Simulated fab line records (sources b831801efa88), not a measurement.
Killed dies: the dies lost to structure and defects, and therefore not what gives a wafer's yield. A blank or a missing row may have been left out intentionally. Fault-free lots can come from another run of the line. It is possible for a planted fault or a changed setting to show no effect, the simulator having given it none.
Matching of chambers | flow sky130 | 3 sister chambers for SKY_PASSIVATION_CVD_02 on pecvd-04
The step deposits Si3N4, target thk 540 nm. 14 wafers are shown with their chamber, then 7 later ones without.

## WAFERS, EACH WITH ITS CHAMBER
wafer  | chamber | heater_power_w (W) | heater_power_outer_w (W)
L196.2 | 1       | 587                | 325
L196.4 | 1       | 619                | 357
L196.6 | 0       | 832                | 495
L202.4 | 0       | 827                | 493
L202.5 | 1       | 672                | 396
L202.6 | 2       | 717                | 441
L200.1 | 2       | 651                | 385
L200.5 | 0       | 875                | 529
L200.6 | 2       | 699                | 419
L201.1 | 2       | 766                | 468
L201.5 | 2       | 777                | 476
L201.6 | 0       | 896                | 548
L212.1 | 0       | 710                | 422
L212.2 | 1       | 677                | 392

SIGNATURES (means of the wafers above)
reading              | chamber 0 | chamber 1 | chamber 2 | scatter within a chamber
heater_power_w       | 828.00    | 638.75    | 722.00    | 58
heater_power_outer_w | 497.40    | 367.50    | 437.80    | 40.6
Rule: distance of a wafer from a chamber = root of the sum over the readings of ((wafer's reading minus chamber's mean) / reading's scatter) squared. If the next closest chamber is less than 2 further off than the closest, the wafer can't be placed; otherwise it belongs to the closest. How the scatter is found: for the shown wafers, subtract from each reading the mean of its chamber, square and add these, divide the total by (wafers less chambers), then take the root.

## WAFERS WITH NO CHAMBER GIVEN
wafer  | heater_power_w (W) | heater_power_outer_w (W)
L212.4 | 724                | 460
L213.2 | 754                | 480
L213.3 | 769                | 450
L213.4 | 831                | 485
L216.2 | 677                | 391
L216.5 | 680                | 432
L216.6 | 814                | 488

## EACH ONE'S CHAMBER
wafer  | from the rows above     | in truth
L212.4 | can't be placed: 2 or 0 | 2
L213.2 | can't be placed: 2 or 0 | 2
L213.3 | can't be placed: 2 or 0 | 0
L213.4 | can't be placed: 0 or 2 | 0
L216.2 | can't be placed: 1 or 2 | 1
L216.5 | can't be placed: 2 or 1 | 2
L216.6 | can't be placed: 0 or 2 | 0
Correct placement for 0 of the 7. From these rows, 7 cannot be placed; in 7 the true chamber is one of the candidates. Number placed wrongly: 0.
